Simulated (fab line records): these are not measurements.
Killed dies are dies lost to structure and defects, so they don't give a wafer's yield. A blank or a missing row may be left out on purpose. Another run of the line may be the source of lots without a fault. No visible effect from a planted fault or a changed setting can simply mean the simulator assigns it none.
fab line records ; flow sky130
record lots=6; wafers=18; last-day=49
route steps=708 shown VIA2@524 METAL3@532 CAPM@537
lots with no fault: from the same line, run without faults
start-h: hours from the record's first day to the start of the lot's first wafer shown ; wait-h: hours since the lot's step before ; " unchanged from the row above ; L1.1+2: several wafers, shown together as one row ; - value missing, or start not given ; * or withheld: withheld ; < > ~ a bound
route shown NAME@n: NAME is a module with steps in the file, n the number in the route of the first one ; usual: mean/standard deviation taken from wafers without a fault ; same: alike in all rows ; chamber/n: place in a boat ; sites: readings site by site ; _std_site: the standard deviation of these ; _edge_site: inner sites' mean taken away from outer sites' mean ; radius-mm: how far each site lies from the wafer's centre ; mask NAME#n: copy n ; behind: the tool/chamber that last shaped the wafer ; hold: why the lot was held/for how many hours/how that ended ; device: transistor that didn't switch, given as n, p or np ; end of line: the route-end tests of the same wafers ; where a step has no rows: the recipe by itself ; killed: the dies lost at the first sort to structure and to defects; this is not the yield of the wafer ; map: the dies of a wafer, with x for killed, . for not killed, _ for no die there
set.NAME: the setting as run; set.NAME@STEP: as run at that earlier step ; model.NAME: the simulator's own value behind a step, which no gauge read
lots seen at some steps along the route; tables by step, rows by wafer
services: the hour from which a tool's chamber was out of use, counted from the record's first day as start-h (under 0 if before that day), plus the number of hours and why
## steps
# step SKY_VIA2_STRIP_17
# recipe chemistry=post-etch-residue-remover; time-s=1200; temp-c=72.5
# step SKY_VIA2_CLEAN_18
# recipe chemistry=IPA; time-s=180; temp-c=25
# step SKY_VIA2_CLEAN_19
# recipe chemistry=O3/DIW; dry=n2-spin
# step SKY_VIA2_SPUTTER_20
# recipe material=TiN; target-thk-nm=20; chamber-pressure-pa=5; power-w=4000; time-s=80
# step SKY_VIA2_CVD_21
# recipe material=W; target-thk-nm=420; time-s=126.4; temp-c=400; pressure-torr=40
# usual heater-power-w=898/83
lot.wafer;tool;chamber;start-h;wait-h;heater-power-w
L372.2;cvd-w-02;1;866.34;0.0;876
L372.5;cvd-w-02;0;866.34;0.0;787
L372.6;cvd-w-02;1;866.34;0.0;874
L380.3;cvd-w-01;0;925.97;0.1;838
L380.5;cvd-w-01;1;925.97;0.1;1041
L380.6;cvd-w-01;0;925.97;0.1;834
L383.1;cvd-w-01;1;947.40;0.0;1013
L383.3;cvd-w-01;1;947.40;0.0;1018
L383.6;cvd-w-01;1;947.40;0.0;1003
L384.1;cvd-w-02;0;954.53;0.0;856
L384.2;cvd-w-02;1;954.53;0.0;869
L384.3;cvd-w-02;1;954.53;0.0;851
L385.1;cvd-w-02;1;960.59;0.0;859
L385.4;cvd-w-02;0;960.59;0.0;856
L385.5;cvd-w-02;0;960.59;0.0;857
L386.3;cvd-w-01;1;967.27;0.1;1018
L386.5;cvd-w-01;0;967.27;0.1;821
L386.6;cvd-w-01;1;967.27;0.1;1017
# step SKY_VIA2_RS_MEAS_22
# recipe thk-meas-gauge=four-point-probe; reads=W_of_VIA2_CVD_21+TiN_of_VIA2_SPUTTER_20
# usual VIA2_W_RS=0.2743/0.0028
lot.wafer;tool;chamber;start-h;wait-h;VIA2_W_RS[ohm/sq]
L372.2;film-metro-03;-;866.50;0.1;0.2746
L372.5;film-metro-03;-;866.50;0.1;0.2724
L372.6;film-metro-03;-;866.50;0.1;0.2747
L380.3;film-metro-02;-;926.09;0.1;0.2738
L380.5;film-metro-02;-;926.09;0.1;0.2741
L380.6;film-metro-02;-;926.09;0.1;0.2716
L383.1;film-metro-02;-;947.53;0.1;0.2800
L383.3;film-metro-02;-;947.53;0.1;0.2767
L383.6;film-metro-02;-;947.53;0.1;0.2752
L384.1;film-metro-02;-;954.67;0.1;0.2753
L384.2;film-metro-02;-;954.67;0.1;0.2733
L384.3;film-metro-02;-;954.67;0.1;0.2770
L385.1;film-metro-03;-;960.72;0.1;0.2727
L385.4;film-metro-03;-;960.72;0.1;0.2773
L385.5;film-metro-03;-;960.72;0.1;0.2781
L386.3;film-metro-02;-;967.40;0.1;0.2737
L386.5;film-metro-02;-;967.40;0.1;0.2700
L386.6;film-metro-02;-;967.40;0.1;0.2742
# step SKY_VIA2_THK_MEAS_23
# recipe thk-meas-gauge=xrf; reads=W_of_VIA2_CVD_21
# usual VIA2_W_THK=394/4.5
lot.wafer;tool;chamber;start-h;wait-h;VIA2_W_THK[nm]
L372.2;film-metro-03;-;866.61;0.1;399
L372.5;film-metro-03;-;866.61;0.1;401
L372.6;film-metro-03;-;866.61;0.1;399
L380.3;film-metro-02;-;926.19;0.1;394
L380.5;film-metro-02;-;926.19;0.1;396
L380.6;film-metro-02;-;926.19;0.1;397
L383.1;film-metro-02;-;947.65;0.1;385
L383.3;film-metro-02;-;947.65;0.1;390
L383.6;film-metro-02;-;947.65;0.1;393
L384.1;film-metro-02;-;954.79;0.1;394
L384.2;film-metro-02;-;954.79;0.1;394
L384.3;film-metro-02;-;954.79;0.1;389
L385.1;film-metro-03;-;960.84;0.1;399
L385.4;film-metro-03;-;960.84;0.1;392
L385.5;film-metro-03;-;960.84;0.1;393
L386.3;film-metro-02;-;967.50;0.1;393
L386.5;film-metro-02;-;967.50;0.1;397
L386.6;film-metro-02;-;967.50;0.1;395
# step SKY_VIA2_CMP_24
# recipe stop-on=SiO2; t-overpolish-s=20; down-force-psi=3.5; platen-rpm=60; target-thk-nm=0; pad-velocity-m-s=0.94248
# usual motor-current-A=11.5/1.2; overpolish-run-s=20.000/0.009; time-to-endpoint-s=99.4/2.8
lot.wafer;tool;chamber;start-h;wait-h;motor-current-A;overpolish-run-s;time-to-endpoint-s
L372.2;cmp-02;1;866.88;0.3;13.9;19.999;98.1
L372.6;cmp-02;3;866.88;0.3;11.2;19.995;100.3
L372.5;cmp-02;0;866.88;0.3;12.0;20.004;102.3
L380.3;cmp-02;3;926.38;0.2;10.6;20.026;101.3
L380.6;cmp-02;0;926.38;0.2;12.0;19.994;99.1
L380.5;cmp-02;1;926.38;0.2;13.1;20.001;99.7
L383.3;cmp-02;2;947.81;0.1;10.9;19.990;97.2
L383.1;cmp-02;3;947.81;0.1;10.4;19.998;97.1
L383.6;cmp-02;0;947.81;0.1;12.8;20.007;100.7
L384.2;cmp-02;3;954.85;0.0;10.7;19.993;101.8
L384.3;cmp-02;0;954.85;0.0;12.7;20.009;102.2
L384.1;cmp-02;1;954.85;0.0;13.1;20.006;100.4
L385.1;cmp-02;3;961.00;0.1;10.9;19.985;102.1
L385.4;cmp-02;0;961.00;0.1;12.4;20.007;102.5
L385.5;cmp-02;1;961.00;0.1;13.8;20.006;102.4
L386.3;cmp-02;1;967.64;0.1;13.4;20.018;100.6
L386.6;cmp-02;3;967.64;0.1;11.4;19.997;102.7
L386.5;cmp-02;0;967.64;0.1;12.5;20.002;102.5
# step SKY_METAL3_SPUTTER_00
# recipe material=Ti; target-thk-nm=15; power-w=3000; time-s=10; chamber-pressure-pa=0.4
# usual throttle-valve-pct=30.6/1
lot.wafer;tool;chamber;start-h;wait-h;throttle-valve-pct
L372.2;pvd-sputter-02;-;867.08;0.1;30.6
L372.5;pvd-sputter-02;-;867.08;0.1;30.9
L372.6;pvd-sputter-02;-;867.08;0.1;30.3
L380.3;pvd-sputter-01;-;926.53;0.1;30.6
L380.5;pvd-sputter-01;-;926.53;0.1;31.2
L380.6;pvd-sputter-01;-;926.53;0.1;29.5
L383.1;pvd-sputter-02;-;948.01;0.1;30.4
L383.3;pvd-sputter-02;-;948.01;0.1;29.9
L383.6;pvd-sputter-02;-;948.01;0.1;31.0
L384.1;pvd-sputter-01;-;955.15;0.1;30.0
L384.2;pvd-sputter-01;-;955.15;0.1;28.9
L384.3;pvd-sputter-01;-;955.15;0.1;29.3
L385.1;pvd-sputter-03;-;961.20;0.1;28.9
L385.4;pvd-sputter-03;-;961.20;0.1;31.9
L385.5;pvd-sputter-03;-;961.20;0.1;31.7
L386.3;pvd-sputter-02;-;967.84;0.1;30.4
L386.5;pvd-sputter-02;-;967.84;0.1;30.2
L386.6;pvd-sputter-02;-;967.84;0.1;30.1
# step SKY_METAL3_SPUTTER_01
# recipe material=TiN; target-thk-nm=20; power-w=6500; time-s=16.7; chamber-pressure-pa=0.4
# step SKY_METAL3_SPUTTER_02
# recipe material=AlCu; target-thk-nm=735; power-w=10600; time-s=39.1; chamber-pressure-pa=0.4
# usual throttle-valve-pct=30.6/1
lot.wafer;tool;chamber;start-h;wait-h;throttle-valve-pct
L372.2;pvd-sputter-02;-;867.13;0.0;30.5
L372.5;pvd-sputter-02;-;867.13;0.0;31.2
L372.6;pvd-sputter-02;-;867.13;0.0;30.3
L380.3;pvd-sputter-01;-;926.58;0.0;30.1
L380.5;pvd-sputter-01;-;926.58;0.0;31.2
L380.6;pvd-sputter-01;-;926.58;0.0;29.7
L383.1;pvd-sputter-02;-;948.06;0.0;30.2
L383.3;pvd-sputter-02;-;948.06;0.0;30.3
L383.6;pvd-sputter-02;-;948.06;0.0;30.7
L384.1;pvd-sputter-01;-;955.19;0.0;30.2
L384.2;pvd-sputter-01;-;955.19;0.0;28.9
L384.3;pvd-sputter-01;-;955.19;0.0;29.8
L385.1;pvd-sputter-03;-;961.25;0.0;28.9
L385.4;pvd-sputter-03;-;961.25;0.0;31.8
L385.5;pvd-sputter-03;-;961.25;0.0;32.0
L386.3;pvd-sputter-02;-;967.89;0.0;30.4
L386.5;pvd-sputter-02;-;967.89;0.0;30.4
L386.6;pvd-sputter-02;-;967.89;0.0;30.3
# step SKY_METAL3_SPUTTER_03
# recipe material=Ti; target-thk-nm=5; power-w=3000; time-s=3.3; chamber-pressure-pa=0.4
# step SKY_METAL3_SPUTTER_04
# recipe material=TiN; target-thk-nm=70; power-w=6500; time-s=58.3; chamber-pressure-pa=0.4
# usual throttle-valve-pct=30.6/1
lot.wafer;tool;chamber;start-h;wait-h;throttle-valve-pct;model.TiN_of_METAL3_SPUTTER_04.thk-nm
L372.2;pvd-sputter-02;-;867.19;0.0;30.3;70.72
L372.5;pvd-sputter-02;-;867.19;0.0;31.1;69.9
L372.6;pvd-sputter-02;-;867.19;0.0;30.2;70.16
L380.3;pvd-sputter-01;-;926.64;0.0;30.6;69.68
L380.5;pvd-sputter-01;-;926.64;0.0;31.3;68.64
L380.6;pvd-sputter-01;-;926.64;0.0;29.7;69.06
L383.1;pvd-sputter-02;-;948.11;0.0;30.3;69.94
L383.3;pvd-sputter-02;-;948.11;0.0;30.1;69.8
L383.6;pvd-sputter-02;-;948.11;0.0;31.1;74.17
L384.1;pvd-sputter-01;-;955.25;0.0;30.5;69.25
L384.2;pvd-sputter-01;-;955.25;0.0;29.0;68.54
L384.3;pvd-sputter-01;-;955.25;0.0;29.8;68.9
L385.1;pvd-sputter-03;-;961.31;0.0;28.9;70.24
L385.4;pvd-sputter-03;-;961.31;0.0;32.1;70.26
L385.5;pvd-sputter-03;-;961.31;0.0;31.6;70.3
L386.3;pvd-sputter-02;-;967.94;0.0;30.4;69.07
L386.5;pvd-sputter-02;-;967.94;0.0;30.1;73.5
L386.6;pvd-sputter-02;-;967.94;0.0;30.2;73.42
# step SKY_CAPM_CVD_00
# recipe material=SiO2; target-thk-nm=15.5; temp-c=400; time-s=withheld; rf-w=450
# usual heater-power-w=704/89
lot.wafer;tool;chamber;start-h;wait-h;heater-power-w
L372.2;pecvd-01;2;867.24;0.0;709
L372.5;pecvd-01;0;867.24;0.0;621
L372.6;pecvd-01;2;867.24;0.0;708
L380.3;pecvd-02;0;926.69;0.0;730
L380.5;pecvd-02;1;926.69;0.0;608
L380.6;pecvd-02;0;926.69;0.0;726
L383.1;pecvd-03;1;948.16;0.0;778
L383.3;pecvd-03;2;948.16;0.0;783
L383.6;pecvd-03;1;948.16;0.0;783
L384.1;pecvd-01;2;955.30;0.0;681
L384.2;pecvd-01;1;955.30;0.0;836
L384.3;pecvd-01;0;955.30;0.0;617
L385.1;pecvd-02;1;961.36;0.0;671
L385.4;pecvd-02;1;961.36;0.0;649
L385.5;pecvd-02;2;961.36;0.0;718
L386.3;pecvd-02;2;967.99;0.0;781
L386.5;pecvd-02;1;967.99;0.0;686
L386.6;pecvd-02;2;967.99;0.0;766
## services
tool;chamber;start-h;hours;kind
pecvd-01;-;852.94;0.2;repair
cmp-02;-;855.28;5.1;pm
pvd-sputter-02;-;871.06;7.5;repair
pecvd-03;-;879.23;1.0;repair
pecvd-03;0;885.29;15.8;repair
cmp-02;-;885.91;0.3;repair
cvd-w-02;-;904.00;14.0;pm
cvd-w-02;0;904.00;14.0;vent-cycle
cvd-w-02;1;904.00;14.0;vent-cycle
pecvd-03;2;908.51;3.9;repair
pvd-sputter-03;3;910.32;-;consumable-replace:kit
pvd-sputter-03;3;910.32;18.0;scheduled-down
pvd-sputter-03;3;910.32;18.0;vent-cycle
cmp-02;-;912.10;0.3;repair
cvd-w-02;-;918.00;2.8;pm
cvd-w-02;0;918.00;-;clean
cvd-w-02;1;918.00;-;clean
cmp-02;-;929.83;0.4;repair
pvd-sputter-02;-;934.72;4.6;repair
pvd-sputter-03;-;938.87;11.2;repair
pvd-sputter-02;3;953.85;-;consumable-replace:kit
pvd-sputter-02;3;953.85;18.0;scheduled-down
pvd-sputter-02;3;953.85;18.0;vent-cycle
cvd-w-02;-;962.57;14.6;pm
## key
first-sign none at tools or gauges
model-effect step=SKY_METAL3_SPUTTER_04; value=TiN_of_METAL3_SPUTTER_04.thk-nm; without=69.06; struck=73.7
met-at SKY_METAL3_SPUTTER_04
struck-wafers L383.6,L386.5,L386.6
onset-between 867.19 948.11
fault kind=process-parameter-drift; tool=pvd-sputter-02; chamber=-; onset-h=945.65; steps=SKY_METAL3_SPUTTER_04; channel=time-s; offset=*; shape=step; end-h=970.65; scope=struck-wafers-only; acts-in=*; stated=*
